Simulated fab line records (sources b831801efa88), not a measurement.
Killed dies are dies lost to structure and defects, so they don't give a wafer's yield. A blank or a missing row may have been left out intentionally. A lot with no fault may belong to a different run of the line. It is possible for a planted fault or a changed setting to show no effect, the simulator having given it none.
fab line records	flow sfqLine
[record] lots = 7	wafers = 19	lastDay = 82
route steps=325 shown M3@122 I3@133 M4@148 I4@163 M8@325
lots that met no fault: taken from a fault-free run of the same line
startH: hours from the record's first day to the start of the lot's first wafer shown	waitH: hours from the lot's prior step to this one	" same as the row above	L1.1+2: a single row standing in for several wafers	- no value, or no start given	* or withheld: withheld	< > ~ a bound
route shown NAME@n: names a module that has steps shown in the file, with the first one's number in the route	usual: average and standard deviation across the fault-free wafers	same: alike in all rows	chamber/n: place in a boat	sites: per-site readings	_std_site: standard deviation across them	_edge_site: mean of outer sites minus mean of inner sites	radiusMm: for every site, how far away it sits from the centre of the wafer	mask NAME#n: copy n	behind: the most recent tool/chamber to have shaped the wafer	hold: what put the lot on hold/how long, in hours/how the hold closed	device: which transistor (n, p or np) failed to switch	end of line: the route-end tests of the same wafers	a step with no rows: only its recipe	killed: not the wafer's yield, but the dies lost to structure and defects at the first sort	map: per-die view of a wafer (x killed, . not killed, _ where there is no die)
set.NAME: the setting as run; set.NAME@STEP: as run at that earlier step	model.NAME: the simulator's own value behind a step, which no gauge read
lots at selected steps of the route; one table per step, one row per wafer
services: a tool's chamber out of use, with start hour (startH, from the record's first day; less than 0 if before it), hours out, and reason
[[steps]]
[step SFQ_TRILAYER_M3_LITHO_COAT_080]
[recipe] resist = BARC	spinRpm = 3000	resistThkNm = 62
[step SFQ_TRILAYER_M3_LITHO_COAT_075]
[recipe] resist = KrF	spinRpm = 3000	resistThkNm = 600
[step SFQ_TRILAYER_M3_LITHO_SOFTBAKE_079]
[recipe] tempC = withheld	timeS = withheld	resist = KrF
[step SFQ_TRILAYER_M3_LITHO_EXPOSE_076]
[recipe] maskId = M3	na = 0.6	sourceShape = conventional	sigmaOuter = 0.65	targetCdNm = 500	doseMj = 14.4
[step SFQ_TRILAYER_M3_LITHO_PEB_078]
[recipe] pebTempC = 115	pebTimeS = 60	resist = KrF
[step SFQ_TRILAYER_M3_LITHO_DEVELOP_077]
[recipe] timeS = 60	resist = KrF
[step SFQ_M3_OVL_MEAS_921]
[usual] M3_OVL = -1/6
lot.wafer	tool	chamber	startH	waitH	M3_OVL[nm]
L966.3	overlay-02	-	827.12	0.1	-2
L966.4	"	-	"	"	-3
L966.6	"	-	"	"	-4
L973.4	overlay-01	-	863.37	0.1	1
L973.5	"	-	"	"	-1
L974.5	overlay-02	-	865.78	0.0	4
L974.6	"	-	"	"	3
L977.1	overlay-01	-	872.75	0.1	0
L977.3	"	-	"	"	-6
L977.4	"	-	"	"	-3
L980.1	overlay-01	-	1078.57	0.1	6
L980.3	"	-	"	"	9
L980.6	"	-	"	"	10
L985.2	overlay-01	-	1170.97	0.1	2
L985.3	"	-	"	"	6
L985.4	"	-	"	"	4
L987.3	overlay-01	-	1176.98	0.1	-2
L987.4	"	-	"	"	-2
L987.6	"	-	"	"	-9
[step SFQ_TRILAYER_M3_BARC_OPEN_METAL_ETCH_100]
[recipe] maskMaterial = PR	chemistry = O2	targetDepthNm = 125	target = BARC	icpW = 600	biasW = 80	pressureMtorr = 10	timeS = 41.7
[usual] drypumpMotorCurrentA = 5.7/0.42	oesProductAu = 0.686/0.0046
lot.wafer	tool	chamber	startH	waitH	drypumpMotorCurrentA	oesProductAu	rfHoursCounterH
L966.3	rieMetal-01	0	827.16	0.0	6.1	0.690	-
L966.4	"	1	"	"	5.5	0.683	-
L966.6	"	0	"	"	6.1	0.684	-
L973.4	rieMetal-02	1	863.41	0.0	5.6	0.680	-
L973.5	"	0	"	"	6.4	0.681	-
L974.5	rieMetal-01	1	865.83	0.0	5.6	0.689	-
L974.6	"	0	"	"	6.1	0.688	-
L977.1	rieMetal-01	1	872.79	0.0	5.5	0.684	63
L977.3	"	1	"	"	5.5	0.688	-
L977.4	"	0	"	"	6.1	0.683	-
L980.1	rieMetal-01	0	1078.60	0.0	6.1	0.686	5
L980.3	"	0	"	"	6.0	0.694	-
L980.6	"	0	"	"	6.0	0.685	-
L985.2	rieMetal-02	1	1171.02	0.0	5.5	0.673	-
L985.3	"	1	"	"	5.6	0.690	-
L985.4	"	1	"	"	5.6	0.681	-
L987.3	rieMetal-04	1	1177.02	0.0	5.0	0.685	-
L987.4	"	0	"	"	5.3	0.682	-
L987.6	"	1	"	"	5.0	0.687	-
[step SFQ_TRILAYER_M3_ETCH_METAL_ETCH_078]
[recipe] target = Nb	stopOn = SiO2	maskMaterial = PR	chemistry = Cl2/Ar	targetDepthNm = 240	icpW = 600	biasW = 80	pressureMtorr = 10	timeS = 120
[step SFQ_TRILAYER_M3_STRIP_STRIP_079]
[recipe] gas = O2	powerW = 200	platenTempC = 40	overashFraction = 0.65	chemistry = O2	pressureMtorr = 50
[step SFQ_TRILAYER_M3_STRIP_SOLV_CLEAN_080]
[recipe] chemistry = NMP	tempC = 70	timeS = 600
[step SFQ_TRILAYER_I3_DEP_PECVD_081]
[recipe] material = SiO2	tempC = 150	timeS = 111.11	pressureTorr = 2.4	rfW = 183.3	precursor = SiH4/N2O	targetThkNm = 500
[step SFQ_TRILAYER_I3_CMP_CMP_082]
[recipe] material = SiO2	downForcePsi = 3	platenRpm = 60	padVelocityMS = 0.94248
[usual] motorCurrentA = 10.6/1	timeToEndpointS = 215/5.9
lot.wafer	tool	chamber	startH	waitH	motorCurrentA	timeToEndpointS	model.SiO2_of_TRILAYER_I3_DEP_PECVD_081.thkNm
L966.4	cmp-01	1	834.78	6.6	12.3	213	199.6
L966.3	"	3	835.78	7.6	11.7	211	199.2
L966.6	"	1	836.78	8.6	12.2	217	201.1
L973.4	cmp-01	2	880.28	15.9	9.5	208	220.2
L973.5	"	1	881.78	17.4	12.2	210	223.1
L974.6	cmp-01	1	884.78	18.0	11.8	225	200.1
L974.5	"	2	"	"	9.9	204	220.8
L977.3	cmp-01	1	892.28	18.5	12.1	206	201.8
L977.4	"	2	"	"	10.1	201	220.8
L977.1	"	3	"	"	11.2	214	201.9
L980.1	cmp-02	1	1079.66	0.0	10.8	213	199.8
L980.3	"	0	1081.16	1.5	9.5	214	201.1
L980.6	"	2	1082.16	2.5	9.6	225	199.4
L985.4	cmp-01	1	1173.69	0.9	11.9	218	200.8
L985.3	"	3	1174.77	2.0	11.9	214	200.9
L985.2	"	0	"	"	12.2	213	200.6
L987.4	cmp-01	2	1184.15	6.1	9.9	203	199.8
L987.3	"	3	"	"	11.7	212	199.8
L987.6	"	1	1185.65	7.6	12.3	207	201.5
[step SFQ_I3_BOW_MEAS_922]
[recipe] mode = bow
[usual] I3_BOW = 4/9
lot.wafer	tool	chamber	startH	waitH	I3_BOW[um]
L966.3	filmMetro-03	-	837.82	1.5	11
L966.4	"	-	"	"	1
L966.6	"	-	"	"	6
L973.4	filmMetro-01	-	882.84	2.1	-16
L973.5	"	-	"	"	-7
L973.4	filmMetro-01	-	884.16	1.3	-
L973.5	"	-	"	"	-
L974.5	filmMetro-03	-	885.86	0.1	6
L974.6	"	-	"	"	-9
L974.5	filmMetro-03	-	887.18	1.3	-
L974.6	"	-	"	"	-
L977.1	filmMetro-04	-	894.78	1.0	-11
L977.3	"	-	"	"	4
L977.4	"	-	"	"	4
L977.1	filmMetro-04	-	896.10	1.3	-
L977.3	"	-	"	"	-
L977.4	"	-	"	"	-
L980.1	filmMetro-03	-	1082.66	2.5	-3
L980.3	"	-	"	"	7
L980.6	"	-	"	"	-2
L985.2	filmMetro-03	-	1176.94	1.1	8
L985.3	"	-	"	"	6
L985.4	"	-	"	"	12
L987.3	filmMetro-04	-	1186.19	1.0	18
L987.4	"	-	"	"	21
L987.6	"	-	"	"	11
[step SFQ_TRILAYER_I3_METRO_MEASURE_083]
[usual] thkNm = 200.2/1.1
lot.wafer	tool	chamber	startH	waitH	thkNm
L966.3	filmMetro-03	-	838.30	0.5	199.0
L966.4	"	-	"	"	199.8
L966.6	"	-	"	"	201.2
L973.4	filmMetro-01	-	887.29	3.1	220.1
L973.5	"	-	"	"	223.1
L973.4	filmMetro-01	-	889.04	1.6	220.2
L973.5	"	-	"	"	223.1
L974.5	filmMetro-03	-	889.58	2.4	220.7
L974.6	"	-	"	"	200.1
L974.5	filmMetro-03	-	890.95	1.2	220.8
L974.6	"	-	"	"	200.1
L977.1	filmMetro-04	-	897.64	1.5	201.8
L977.3	"	-	"	"	201.7
L977.4	"	-	"	"	220.8
L977.1	filmMetro-04	-	899.10	1.3	202.1
L977.3	"	-	"	"	201.8
L977.4	"	-	"	"	220.8
L980.1	filmMetro-03	-	1082.78	0.1	199.9
L980.3	"	-	"	"	201.0
L980.6	"	-	"	"	199.4
L985.2	filmMetro-03	-	1177.24	0.3	200.6
L985.3	"	-	"	"	200.9
L985.4	"	-	"	"	200.9
L987.3	filmMetro-04	-	1186.67	0.5	199.9
L987.4	"	-	"	"	199.9
L987.6	"	-	"	"	201.5
[step SFQ_TRILAYER_I3_VIA_LITHO_COAT_090]
[recipe] resist = BARC	spinRpm = 3000	resistThkNm = 62
[step SFQ_TRILAYER_I3_VIA_LITHO_COAT_085]
[recipe] resist = KrF	spinRpm = 3000	resistThkNm = 650
[step SFQ_TRILAYER_I3_VIA_LITHO_SOFTBAKE_089]
[recipe] tempC = withheld	timeS = withheld	resist = KrF
[step SFQ_TRILAYER_I3_VIA_LITHO_EXPOSE_086]
[recipe] maskId = I3	na = 0.6	sourceShape = conventional	sigmaOuter = 0.65	targetCdNm = 500	doseMj = 21.3
[step SFQ_TRILAYER_I3_VIA_LITHO_PEB_088]
[recipe] pebTempC = 115	pebTimeS = 60	resist = KrF
[step SFQ_TRILAYER_I3_VIA_LITHO_DEVELOP_087]
[recipe] timeS = 60	resist = KrF
[step SFQ_I3_OVL_MEAS_923]
[usual] I3_OVL = -1/6.4
lot.wafer	tool	chamber	startH	waitH	I3_OVL[nm]
L966.3	overlay-01	-	841.36	0.1	10
L966.4	"	-	"	"	4
L966.6	"	-	"	"	3
L973.4	overlay-02	-	994.73	0.1	5
L973.5	"	-	"	"	3
L974.5	overlay-01	-	997.13	0.0	2
L974.6	"	-	"	"	2
L977.1	overlay-02	-	1001.82	0.1	10
L977.3	"	-	"	"	7
L977.4	"	-	"	"	9
L980.1	overlay-02	-	1214.42	0.1	11
L980.3	"	-	"	"	-3
L980.6	"	-	"	"	12
L985.2	overlay-02	-	1311.38	0.1	0
L985.3	"	-	"	"	-10
L985.4	"	-	"	"	-5
L987.3	overlay-02	-	1323.39	0.1	7
L987.4	"	-	"	"	-4
L987.6	"	-	"	"	-3
[step SFQ_TRILAYER_I3_VIA_BARC_OPEN_VIA_ETCH_121]
[recipe] maskMaterial = PR	chemistry = O2	targetDepthNm = 125	target = BARC	sourceW = 500	biasW = 80	pressureMtorr = 30	timeS = 41.7
[usual] drypumpMotorCurrentA = 5.8/0.62	oesProductAu = 0.685/0.005
lot.wafer	tool	chamber	startH	waitH	drypumpMotorCurrentA	oesProductAu	rfHoursCounterH
L966.3	rieDiel-03	3	841.39	0.0	5.3	0.677	7
L966.4	"	2	"	"	6.5	0.693	10
L966.6	"	1	"	"	6.5	0.694	-
L973.4	rieDiel-02	0	994.74	0.0	6.4	0.678	7
L973.5	"	2	"	"	5.6	0.673	-
L974.5	rieDiel-03	3	997.16	0.0	5.2	0.681	-
L974.6	"	2	"	"	6.5	0.680	-
L977.1	rieDiel-03	3	1001.86	0.0	5.2	0.694	10
L977.3	"	2	"	"	6.5	0.684	13
L977.4	"	1	"	"	6.5	0.692	6
L980.1	rieDiel-03	2	1214.45	0.0	6.5	0.691	16
L980.3	"	3	"	"	5.2	0.689	13
L980.6	"	3	"	"	5.2	0.684	-
L985.2	rieDiel-03	1	1311.41	0.0	6.5	0.685	11
L985.3	"	2	"	"	6.5	0.685	18
L985.4	"	0	"	"	5.1	0.683	3
L987.3	rieDiel-02	2	1323.41	0.0	5.6	0.681	17
L987.4	"	1	"	"	4.8	0.682	-
L987.6	"	0	"	"	6.4	0.683	-
[step SFQ_TRILAYER_I3_VIA_ETCH_VIA_ETCH_088]
[recipe] target = SiO2	stopOn = Nb	maskMaterial = PR	taperDeg = 20	chemistry = CHF3	targetDepthNm = 260	sourceW = 500	biasW = 80	pressureMtorr = 30	timeS = withheld
[usual] drypumpMotorCurrentA = 5.8/0.62	oesProductAu = 0.855/0.0052
lot.wafer	tool	chamber	startH	waitH	drypumpMotorCurrentA	oesProductAu	model.etch.depthNm	model.I3.featureDepthNm
L966.3	rieDiel-03	3	841.43	0.0	5.2	0.854	199.2	199.2
L966.4	"	2	"	"	6.5	0.852	199.6	199.6
L966.6	"	1	"	"	6.5	0.857	201.1	201.1
L973.4	rieDiel-02	0	994.78	0.0	6.4	0.900	220.2	220.2
L973.5	"	2	"	"	5.6	0.913	223.1	223.1
L974.5	rieDiel-03	3	997.24	0.1	5.2	0.911	220.8	220.8
L974.6	"	2	"	"	6.5	0.854	200.1	200.1
L977.1	rieDiel-03	3	1001.90	0.0	5.3	0.864	201.9	201.9
L977.3	"	2	"	"	6.5	0.860	201.8	201.8
L977.4	"	1	"	"	6.5	0.905	220.8	220.8
L980.1	rieDiel-03	2	1214.49	0.0	6.5	0.848	199.8	199.8
L980.3	"	3	"	"	5.2	0.852	201.1	201.1
L980.6	"	3	"	"	5.2	0.849	199.4	199.4
L985.2	rieDiel-03	1	1311.45	0.0	6.5	0.857	200.6	200.6
L985.3	"	2	"	"	6.5	0.850	200.9	200.9
L985.4	"	0	"	"	5.1	0.859	200.8	200.8
L987.3	rieDiel-02	2	1323.45	0.0	5.6	0.851	199.8	199.8
L987.4	"	1	"	"	4.8	0.856	199.8	199.8
L987.6	"	0	"	"	6.4	0.858	201.5	201.5
[step SFQ_TRILAYER_I3_VIA_STRIP_STRIP_089]
[recipe] gas = O2	powerW = 200	platenTempC = 40	overashFraction = 0.65	chemistry = O2	pressureMtorr = 50
[step SFQ_TRILAYER_I3_VIA_STRIP_SOLV_CLEAN_090]
[recipe] chemistry = NMP	tempC = 70	timeS = 600
[step SFQ_TRILAYER_M4_DEP_PRE_CLEAN_092]
[recipe] gas = Ar	timeS = 22.5	biasV = 250
lot.wafer	tool	chamber	startH	waitH	model.SiO2_of_TRILAYER_I3_DEP_PECVD_081.thkNm
L966.3	pvdSputter-04	-	842.31	0.0	191.7
L966.4	"	-	"	"	192.1
L966.6	"	-	"	"	193.6
L973.4	pvdSputter-03	-	995.67	0.0	212.7
L973.5	"	-	"	"	215.6
L974.5	pvdSputter-04	-	998.09	0.0	213.3
L974.6	"	-	"	"	192.6
L977.1	pvdSputter-03	-	1002.79	0.0	194.4
L977.3	"	-	"	"	194.3
L977.4	"	-	"	"	213.3
L980.1	pvdSputter-04	-	1215.38	0.0	192.3
L980.3	"	-	"	"	193.6
L980.6	"	-	"	"	191.9
L985.2	pvdSputter-03	-	1312.94	0.0	193.1
L985.3	"	-	"	"	193.4
L985.4	"	-	"	"	193.3
L987.3+4	pvdSputter-03	-	1324.34	0.0	192.3
L987.6	"	-	"	"	194
[step SFQ_TRILAYER_M4_DEP_SPUTTER_091]
[recipe] material = Nb	basePressurePa = 1.33e-06	chamberPressurePa = 0.1333	substrateTempC = 20	resputterCathodeVoltageV = 400	targetThkNm = 200	powerW = 2000	timeS = 133.3
[usual] throttleValvePct = 30.4/0.99
lot.wafer	tool	chamber	startH	waitH	throttleValvePct
L966.3	pvdSputter-04	-	842.34	0.0	29.4
L966.4	"	-	"	"	30.7
L966.6	"	-	"	"	30.7
L973.4	pvdSputter-03	-	995.70	0.0	29.4
L973.5	"	-	"	"	29.9
L974.5	pvdSputter-04	-	998.15	0.0	30.5
L974.6	"	-	"	"	30.6
L977.1	pvdSputter-03	-	1002.81	0.0	32.5
L977.3	"	-	"	"	30.1
L977.4	"	-	"	"	29.6
L980.1	pvdSputter-04	-	1215.41	0.0	31.1
L980.3	"	-	"	"	29.3
L980.6	"	-	"	"	30.9
L985.2	pvdSputter-03	-	1312.97	0.0	29.2
L985.3	"	-	"	"	32.4
L985.4	"	-	"	"	29.9
L987.3	pvdSputter-03	-	1324.37	0.0	30.1
L987.4	"	-	"	"	29.5
L987.6	"	-	"	"	31.0
[step SFQ_M4_RS_MEAS_924]
[recipe] thkMeasGauge = four-point-probe	reads = Nb_of_TRILAYER_M4_DEP_SPUTTER_091
[usual] M4_NB_RS = 0.891/0.0086
lot.wafer	tool	chamber	startH	waitH	M4_NB_RS[ohm/sq]
L966.3	filmMetro-03	-	842.47	0.1	0.901
L966.4	"	-	"	"	0.893
L966.6	"	-	"	"	0.898
L973.4	filmMetro-02	-	995.85	0.1	0.893
L973.5	"	-	"	"	0.897
L974.5	filmMetro-02	-	998.27	0.1	0.890
L974.6	"	-	"	"	0.883
L977.1	filmMetro-03	-	1002.91	0.0	0.898
L977.3	"	-	"	"	0.909
L977.4	"	-	"	"	0.899
L980.1	filmMetro-02	-	1215.50	0.0	0.895
L980.3	"	-	"	"	0.898
L980.6	"	-	"	"	0.892
L985.2	filmMetro-04	-	1313.08	0.1	0.868
L985.3	"	-	"	"	0.873
L985.4	"	-	"	"	0.878
L987.3	filmMetro-03	-	1324.50	0.1	0.904
L987.4	"	-	"	"	0.892
L987.6	"	-	"	"	0.903
[step SFQ_TRILAYER_M4_LITHO_COAT_098]
[recipe] resist = BARC	spinRpm = 3000	resistThkNm = 62
[step SFQ_TRILAYER_M4_LITHO_COAT_093]
[recipe] resist = KrF	spinRpm = 3000	resistThkNm = 600
[step SFQ_TRILAYER_M4_LITHO_SOFTBAKE_097]
[recipe] tempC = withheld	timeS = withheld	resist = KrF
[step SFQ_TRILAYER_M4_LITHO_EXPOSE_094]
[recipe] maskId = M4	na = 0.6	sourceShape = conventional	sigmaOuter = 0.65	targetCdNm = 500	doseMj = 14.4
[step SFQ_TRILAYER_M4_LITHO_PEB_096]
[recipe] pebTempC = 115	pebTimeS = 60	resist = KrF
[step SFQ_TRILAYER_M4_LITHO_DEVELOP_095]
[recipe] timeS = 60	resist = KrF
[step SFQ_M4_OVL_MEAS_926]
[usual] M4_OVL = -2/5.3
lot.wafer	tool	chamber	startH	waitH	M4_OVL[nm]
L966.3	overlay-02	-	941.49	0.1	-2
L966.4	"	-	"	"	-2
L966.6	"	-	"	"	1
L973.4	overlay-02	-	998.24	0.1	-6
L973.5	"	-	"	"	-5
L974.5	overlay-02	-	1003.05	0.0	-7
L974.6	"	-	"	"	-3
L977.1	overlay-02	-	1006.62	0.1	-5
L977.3	"	-	"	"	-4
L977.4	"	-	"	"	-2
L980.1	overlay-02	-	1217.93	0.1	1
L980.3	"	-	"	"	-3
L980.6	"	-	"	"	-9
L985.2	overlay-01	-	1319.25	0.1	4
L985.3	"	-	"	"	-2
L985.4	"	-	"	"	-4
L987.3	overlay-02	-	1334.85	0.1	0
L987.4	"	-	"	"	-2
L987.6	"	-	"	"	-5
[step SFQ_TRILAYER_M4_BARC_OPEN_METAL_ETCH_123]
[recipe] maskMaterial = PR	chemistry = O2	targetDepthNm = 125	target = BARC	icpW = 600	biasW = 80	pressureMtorr = 10	timeS = 41.7
[usual] drypumpMotorCurrentA = 5.4/0.54	oesProductAu = 0.685/0.0047
lot.wafer	tool	chamber	startH	waitH	drypumpMotorCurrentA	oesProductAu	rfHoursCounterH
L966.3	rieMetal-04	0	941.55	0.1	5.3	0.692	-
L966.4	"	0	"	"	5.2	0.685	-
L966.6	"	0	"	"	5.2	0.679	-
L973.4	rieMetal-04	1	998.28	0.0	5.0	0.679	-
L973.5	"	0	"	"	5.2	0.689	-
L974.5	rieMetal-04	0	1003.10	0.0	5.2	0.686	-
L974.6	"	1	"	"	5.0	0.685	-
L977.1	rieMetal-03	0	1006.66	0.0	6.1	0.683	84
L977.3	"	1	"	"	4.9	0.682	-
L977.4	"	0	"	"	6.0	0.684	-
L980.1	rieMetal-04	0	1217.97	0.0	5.3	0.697	31
L980.3	"	1	"	"	5.0	0.689	-
L980.6	"	1	"	"	5.0	0.680	-
L985.2	rieMetal-03	1	1319.30	0.0	4.9	0.678	-
L985.3	"	1	"	"	5.0	0.691	-
L985.4	"	1	"	"	5.0	0.690	-
L987.3	rieMetal-02	0	1334.92	0.1	6.4	0.693	-
L987.4	"	0	"	"	6.4	0.676	-
L987.6	"	0	"	"	6.4	0.686	-
[step SFQ_TRILAYER_M4_ETCH_METAL_ETCH_096]
[recipe] target = Nb	stopOn = SiO2	maskMaterial = PR	chemistry = Cl2/Ar	targetDepthNm = 240	icpW = 600	biasW = 80	pressureMtorr = 10	timeS = 120
[usual] drypumpMotorCurrentA = 5.4/0.54	oesProductAu = 0.894/0.0068
lot.wafer	tool	chamber	startH	waitH	drypumpMotorCurrentA	oesProductAu	rfHoursCounterH
L966.3	rieMetal-04	0	941.72	0.1	5.3	0.889	-
L966.4	"	0	"	"	5.2	0.895	-
L966.6	"	0	"	"	5.2	0.882	-
L973.4	rieMetal-04	1	998.36	0.1	5.0	0.892	-
L973.5	"	0	"	"	5.3	0.885	-
L974.5	rieMetal-04	0	1003.20	0.1	5.2	0.905	-
L974.6	"	1	"	"	5.0	0.892	-
L977.1	rieMetal-03	0	1006.72	0.0	6.1	0.899	84
L977.3	"	1	"	"	4.9	0.872	-
L977.4	"	0	"	"	6.1	0.893	-
L980.1	rieMetal-04	0	1218.03	0.0	5.3	0.891	31
L980.3	"	1	"	"	5.0	0.889	-
L980.6	"	1	"	"	5.0	0.887	-
L985.2	rieMetal-03	1	1319.44	0.1	4.9	0.906	-
L985.3	"	1	"	"	5.0	0.913	-
L985.4	"	1	"	"	5.0	0.902	-
L987.3	rieMetal-02	0	1335.08	0.1	6.4	0.884	-
L987.4	"	0	"	"	6.5	0.896	-
L987.6	"	0	"	"	6.5	0.888	-
[step SFQ_TRILAYER_M4_STRIP_STRIP_097]
[recipe] gas = O2	powerW = 200	platenTempC = 40	overashFraction = 0.65	chemistry = O2	pressureMtorr = 50
[step SFQ_TRILAYER_M4_STRIP_SOLV_CLEAN_098]
[recipe] chemistry = NMP	tempC = 70	timeS = 600
[step SFQ_TRILAYER_I4_DEP_PECVD_099]
[recipe] material = SiO2	tempC = 150	timeS = 111.11	pressureTorr = 2.4	rfW = 183.3	precursor = SiH4/N2O	targetThkNm = 500
[step SFQ_M8_BOW_MEAS_951]
[recipe] mode = bow
[usual] M8_BOW = 8/11
lot.wafer	tool	chamber	startH	waitH	M8_BOW[um]	model.etest.i3.linkOhm
L966.3	filmMetro-02	-	1771.61	0.0	23	1.968
L966.4	"	-	"	"	11	1.965
L966.6	"	-	"	"	17	1.963
L973.4	filmMetro-02	-	1823.23	0.1	-17	1.989
L973.5	"	-	"	"	-8	1.993
L974.5	filmMetro-02	-	1834.05	0.1	11	1.989
L974.6	"	-	"	"	-4	1.972
L977.1	filmMetro-04	-	1878.39	0.0	-4	1.973
L977.3	"	-	"	"	13	1.995
L977.4	"	-	"	"	12	1.996
L980.1	filmMetro-02	-	1915.12	0.0	4	1.973
L980.3	"	-	"	"	15	1.974
L980.6	"	-	"	"	7	1.966
L985.2	filmMetro-02	-	1944.79	0.0	15	1.943
L985.3	"	-	"	"	13	1.946
L985.4	"	-	"	"	19	1.952
L987.3	filmMetro-04	-	1957.39	0.0	28	1.981
L987.4	"	-	"	"	31	1.97
L987.6	"	-	"	"	20	1.985
[[services]]
tool	chamber	startH	hours	kind
rieDiel-03	0	831.82	6.7	repair
cmp-01	-	833.06	0.6	repair
rieDiel-03	-	833.68	1.0	repair
pvdSputter-03	-	864.23	9.0	repair
rieDiel-03	0	885.47	4.3	repair
cmp-01	-	910.18	1.0	repair
rieDiel-03	3	930.66	2.7	repair
rieMetal-04	1	931.34	13.9	repair
pvdSputter-03	-	944.57	3.2	repair
cmp-01	-	964.94	1.3	repair
pvdSputter-03	-	980.36	2.0	repair
cmp-01	-	982.24	4.2	pm
cmp-01	-	989.35	14.4	repair
cmp-01	-	992.38	3.0	repair
rieMetal-04	0	1010.97	14.9	repair
rieDiel-03	3	1026.10	2.2	repair
pvdSputter-03	-	1029.21	3.7	repair
rieMetal-04	-	1031.18	2.8	pm
pvdSputter-03	-	1035.27	3.1	repair
rieDiel-03	-	1153.84	1.2	repair
pvdSputter-03	-	1164.80	2.4	repair
rieDiel-03	-	1181.60	0.8	repair
rieDiel-03	3	1203.55	6.4	repair
pvdSputter-03	-	1322.28	1.7	repair
[[key]]
[firstSign] step = SFQ_I3_BOW_MEAS_922	reading = visit	direction = added
[effect] step = SFQ_TRILAYER_I3_METRO_MEASURE_083	reading = visit	direction = added
[effect] step = SFQ_TRILAYER_I3_METRO_MEASURE_083	reading = thkNm	direction = up	sigmas = 20	usual = 200.2	struck = 221.2
[effect] step = SFQ_TRILAYER_I3_VIA_ETCH_VIA_ETCH_088	reading = oesProductAu	direction = up	sigmas = 10	usual = 0.855	struck = 0.907
[modelEffect] step = SFQ_TRILAYER_I3_CMP_CMP_082	value = SiO2_of_TRILAYER_I3_DEP_PECVD_081.thkNm	without = 201.2	struck = 221.2
[modelEffect] step = SFQ_TRILAYER_I3_VIA_ETCH_VIA_ETCH_088	value = etch.depthNm	without = 201.2	struck = 221.2
[modelEffect] step = SFQ_TRILAYER_M4_DEP_PRE_CLEAN_092	value = SiO2_of_TRILAYER_I3_DEP_PECVD_081.thkNm	without = 193.7	struck = 213.7
[modelEffect] step = SFQ_M8_BOW_MEAS_951	value = etest.i3.linkOhm	without = 1.973	struck = 1.992
metAt SFQ_TRILAYER_I3_CMP_CMP_082
struckWafers L973.4,L973.5,L974.5,L977.4
onsetBetween 834.78 880.28
[fault] kind = processParameterDrift	tool = cmp-01	chamber = -	onsetH = 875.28	steps = SFQ_TRILAYER_I3_CMP_CMP_082	channel = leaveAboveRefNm	offset = 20	shape = step	endH = 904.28	scope = struckWafersOnly	actsIn = theseRecipesOnly	stated = 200
